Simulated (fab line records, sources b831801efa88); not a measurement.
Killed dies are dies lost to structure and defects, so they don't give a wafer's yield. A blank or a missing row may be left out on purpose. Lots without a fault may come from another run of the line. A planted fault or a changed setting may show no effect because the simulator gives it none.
fab line records | flow sky130 | part 2 of 2: steps 28 to 35 of 35
record lots=5 wafers=15 last_day=50
route steps=708 shown METAL4@632 VIA4@639 METAL5@661
lots that met no fault: from a run of the same line without faults
start_h: hours from the record's first day to the start of the lot's first wafer shown | wait_h: hours since the lot's step before | " the same as in the row above | L1.1+2: a row that stands for several wafers | - no value, or no start given | * or withheld: withheld | < > ~ a bound
route shown NAME@n: a module of which the file shows steps, and the number in the route of the first | usual: mean/standard deviation of fault-free wafers | same: alike in all rows | chamber/n: place in a boat | sites: the reading at each site | _std_site: their standard deviation | _edge_site: outer sites' mean less inner sites' | radius_mm: how far each site lies from the wafer's centre | mask NAME#n: copy n | behind: the tool/chamber that last shaped the wafer | hold: why the lot was held/for how many hours/how that ended | device: the transistor (n, p or np) that didn't switch | end of line: the same wafers' tests at the end of the route | a step without rows: its recipe alone | killed: dies lost to structure and defects at the first sort, not the wafer's yield | map: a wafer's dies, x killed, . not, _ none there
set.NAME: the setting as run; set.NAME@STEP: as run at that earlier step | model.NAME: the simulator's own value behind a step, which no gauge read
lots at some steps of the route; a table a step, a row a wafer
services: from which hour (start_h, from the record's first day; less than 0 if before it) a tool's chamber was out of use, for how many hours, and why
## steps
# step SKY_VIA4_THK_MEAS_20
# recipe thk_meas_gauge=xrf reads=W_of_VIA4_CVD_18
# usual VIA4_W_THK=479/7.5
# columns lot.wafer tool chamber start_h wait_h VIA4_W_THK[nm]
L074.2 film_metro-04 - 989.03 0.1 494
L074.4 " - " " 486
L074.6 " - " " 483
L076.2 film_metro-04 - 1009.58 0.1 471
L076.3 " - " " 472
L076.6 " - " " 480
L078.2 film_metro-01 - 1032.94 0.1 466
L078.3 " - " " 466
L078.4 " - " " 466
L079.2 film_metro-04 - 1034.22 0.1 476
L079.5 " - " " 474
L079.6 " - " " 473
L092.1 film_metro-02 - 1145.56 0.1 479
L092.3 " - " " 485
L092.6 " - " " 482
# step SKY_VIA4_CMP_21
# recipe stop_on=SiO2 t_overpolish_s=25 down_force_psi=3.5 platen_rpm=60 target_thk_nm=0 pad_velocity_m_s=0.94248
# usual motor_current_A=10.4/0.97 overpolish_run_s=24.999/0.0084 time_to_endpoint_s=122/3.5
# columns lot.wafer tool chamber start_h wait_h motor_current_A overpolish_run_s time_to_endpoint_s
L074.4 cmp-01 2 989.25 0.2 11.1 25.000 116
L074.2 " 3 " " 9.6 24.987 123
L074.6 " 2 " " 11.0 25.003 119
L076.2 cmp-02 2 1011.38 1.8 10.7 24.996 121
L076.3 " 0 " " 10.8 25.009 120
L076.6 " 2 " " 11.0 24.983 126
L078.2 cmp-01 3 1034.04 1.1 10.0 25.009 118
L078.3 " 1 " " 9.2 25.007 122
L078.4 " 2 " " 10.6 24.994 115
L079.2 cmp-01 3 1034.69 0.5 10.5 24.994 117
L079.6 " 2 " " 11.0 25.005 119
L079.5 " 3 " " 9.5 25.013 124
L092.1 cmp-01 0 1145.72 0.1 9.6 24.994 122
L092.3 " 1 " " 9.6 25.004 122
L092.6 " 3 " " 9.6 24.996 123
# step SKY_METAL5_SPUTTER_00
# recipe material=Ti target_thk_nm=15 power_w=3000 time_s=10 chamber_pressure_pa=0.4
# usual chamber_pressure_pa=0.3998/0.00079 throttle_valve_pct=30.0/1.4
# same time_s=10
# columns lot.wafer tool chamber start_h wait_h chamber_pressure_pa throttle_valve_pct
L074.2 pvd_sputter-03 - 989.55 0.2 0.4001 28.2
L074.4 " - " " 0.3995 28.2
L074.6 " - " " 0.3993 28.4
L076.2 pvd_sputter-03 - 1011.68 0.2 0.4006 29.9
L076.3 " - " " 0.3990 32.1
L076.6 " - " " 0.3984 32.1
L078.2 pvd_sputter-03 - 1034.34 0.2 0.4010 32.0
L078.3 " - " " 0.4006 28.2
L078.4 " - " " 0.4006 28.2
L079.2 pvd_sputter-03 - 1034.94 0.2 0.4004 28.2
L079.5 " - " " 0.3990 30.0
L079.6 " - " " 0.4000 28.3
L092.1 pvd_sputter-03 - 1145.92 0.1 0.3984 31.9
L092.3 " - " " 0.4007 30.0
L092.6 " - " " 0.3992 32.3
# step SKY_METAL5_SPUTTER_01
# recipe material=TiN target_thk_nm=20 power_w=6500 time_s=16.7 chamber_pressure_pa=0.4
# usual chamber_pressure_pa=0.4000/0.00083 throttle_valve_pct=29.9/1.4
# same time_s=16.7
# columns lot.wafer tool chamber start_h wait_h chamber_pressure_pa throttle_valve_pct
L074.2 pvd_sputter-03 - 989.58 0.0 0.3991 28.1
L074.4 " - " " 0.3990 28.1
L074.6 " - " " 0.3987 28.0
L076.2 pvd_sputter-03 - 1011.70 0.0 0.3985 29.7
L076.3 " - " " 0.3996 32.2
L076.6 " - " " 0.3996 32.3
L078.2 pvd_sputter-03 - 1034.37 0.0 0.4000 31.8
L078.3 " - " " 0.3993 28.3
L078.4 " - " " 0.4010 27.9
L079.2 pvd_sputter-03 - 1034.97 0.0 0.3993 27.8
L079.5 " - " " 0.3997 30.0
L079.6 " - " " 0.3996 27.9
L092.1 pvd_sputter-03 - 1145.95 0.0 0.4002 32.2
L092.3 " - " " 0.3995 30.0
L092.6 " - " " 0.3984 32.3
# step SKY_METAL5_SPUTTER_02
# recipe material=AlCu target_thk_nm=1150 power_w=10450 time_s=61.2 chamber_pressure_pa=0.4
# usual chamber_pressure_pa=0.4001/0.00081 throttle_valve_pct=30.0/1.4
# same time_s=61.2
# columns lot.wafer tool chamber start_h wait_h chamber_pressure_pa throttle_valve_pct
L074.2 pvd_sputter-03 - 989.60 0.0 0.3995 28.2
L074.4 " - " " 0.4000 28.2
L074.6 " - " " 0.4010 28.1
L076.2 pvd_sputter-03 - 1011.73 0.0 0.4003 29.8
L076.3 " - " " 0.4008 32.4
L076.6 " - " " 0.4016 32.1
L078.2 pvd_sputter-03 - 1034.39 0.0 0.3997 32.2
L078.3 " - " " 0.4005 28.1
L078.4 " - " " 0.4009 28.4
L079.2 pvd_sputter-03 - 1034.99 0.0 0.3985 28.2
L079.5 " - " " 0.4014 29.9
L079.6 " - " " 0.4024 28.3
L092.1 pvd_sputter-03 - 1145.97 0.0 0.3993 32.4
L092.3 " - " " 0.4005 30.1
L092.6 " - " " 0.3987 31.9
# step SKY_METAL5_SPUTTER_03
# recipe material=Ti target_thk_nm=5 power_w=3000 time_s=3.3 chamber_pressure_pa=0.4
# usual chamber_pressure_pa=0.4000/0.00084 throttle_valve_pct=30.0/1.4
# same time_s=3.3
# columns lot.wafer tool chamber start_h wait_h chamber_pressure_pa throttle_valve_pct
L074.2 pvd_sputter-03 - 989.65 0.0 0.4004 28.4
L074.4 " - " " 0.3993 28.4
L074.6 " - " " 0.3991 28.2
L076.2 pvd_sputter-03 - 1011.78 0.0 0.4007 29.7
L076.3 " - " " 0.4004 31.9
L076.6 " - " " 0.4003 32.1
L078.2 pvd_sputter-03 - 1034.44 0.0 0.4006 32.1
L078.3 " - " " 0.4011 27.9
L078.4 " - " " 0.3996 28.1
L079.2 pvd_sputter-03 - 1035.04 0.0 0.3989 28.3
L079.5 " - " " 0.3997 29.7
L079.6 " - " " 0.3987 28.3
L092.1 pvd_sputter-03 - 1146.02 0.0 0.3996 32.3
L092.3 " - " " 0.3991 29.9
L092.6 " - " " 0.4016 32.4
# step SKY_METAL5_SPUTTER_04
# recipe material=TiN target_thk_nm=70 power_w=6500 time_s=58.3 chamber_pressure_pa=0.4
# usual chamber_pressure_pa=0.4000/0.00082 throttle_valve_pct=29.9/1.4
# same time_s=58.3
# columns lot.wafer tool chamber start_h wait_h chamber_pressure_pa throttle_valve_pct
L074.2 pvd_sputter-03 - 989.67 0.0 0.4000 28.3
L074.4 " - " " 0.4006 28.2
L074.6 " - " " 0.4006 28.1
L076.2 pvd_sputter-03 - 1011.80 0.0 0.3995 29.8
L076.3 " - " " 0.3991 32.0
L076.6 " - " " 0.4002 32.5
L078.2 pvd_sputter-03 - 1034.46 0.0 0.4003 32.2
L078.3 " - " " 0.3995 28.1
L078.4 " - " " 0.4008 28.1
L079.2 pvd_sputter-03 - 1035.06 0.0 0.3989 28.0
L079.5 " - " " 0.4017 30.2
L079.6 " - " " 0.3998 28.0
L092.1 pvd_sputter-03 - 1146.04 0.0 0.3998 32.2
L092.3 " - " " 0.3980 30.1
L092.6 " - " " 0.4012 32.0
# step SKY_METAL5_RS_MEAS_05
# recipe thk_meas_gauge=four-point-probe reads=TiN_of_METAL5_SPUTTER_04+Ti_of_METAL5_SPUTTER_03+AlCu_of_METAL5_SPUTTER_02+TiN_of_METAL5_SPUTTER_01+Ti_of_METAL5_SPUTTER_00
# usual METAL5_ALCU_RS=0.02747/0.00028
# columns lot.wafer tool chamber start_h wait_h METAL5_ALCU_RS[ohm/sq]
L074.2 film_metro-04 - 989.74 0.0 0.02758
L074.4 " - " " 0.02746
L074.6 " - " " 0.02751
L076.2 film_metro-03 - 1011.87 0.0 0.02779
L076.3 " - " " 0.02741
L076.6 " - " " 0.0278
L078.2 film_metro-01 - 1034.53 0.0 0.02773
L078.3 " - " " 0.02803
L078.4 " - " " 0.02781
L079.2 film_metro-01 - 1035.13 0.0 0.0275
L079.5 " - " " 0.02741
L079.6 " - " " 0.0274
L092.1 film_metro-04 - 1146.09 0.0 0.02756
L092.3 " - " " 0.02729
L092.6 " - " " 0.02744
## services
# columns tool chamber start_h hours kind
cmp-02 - 944.68 4.8 pm
cmp-02 - 949.66 0.6 repair
hdpcvd-02 2 955.16 19.6 repair
cmp-01 - 957.31 2.5 repair
rie_diel-03 1 958.29 3.3 repair
cmp-02 - 965.71 4.6 repair
cmp-01 - 975.47 1.5 repair
rie_diel-03 - 988.49 0.9 repair
cmp-01 - 1001.75 9.9 repair
cmp-02 - 1004.88 4.1 repair
wet_bench-03 - 1009.56 1.6 repair
rie_diel-03 1 1018.64 4.1 repair
cmp-01 - 1023.09 1.1 repair
rie_diel-03 - 1029.07 0.3 repair
cmp-01 - 1030.98 2.2 repair
cmp-02 - 1031.79 3.7 repair
cmp-01 - 1072.72 2.0 repair
cmp-01 - 1077.23 0.5 repair
cmp-01 - 1087.94 4.0 pm
wet_bench-02 - 1088.15 1.9 pm
rie_metal-03 0 1094.66 1.3 repair
pvd_sputter-03 - 1096.05 2.5 repair
wet_bench-02 - 1096.26 3.4 repair
wet_bench-02 - 1102.72 4.5 repair
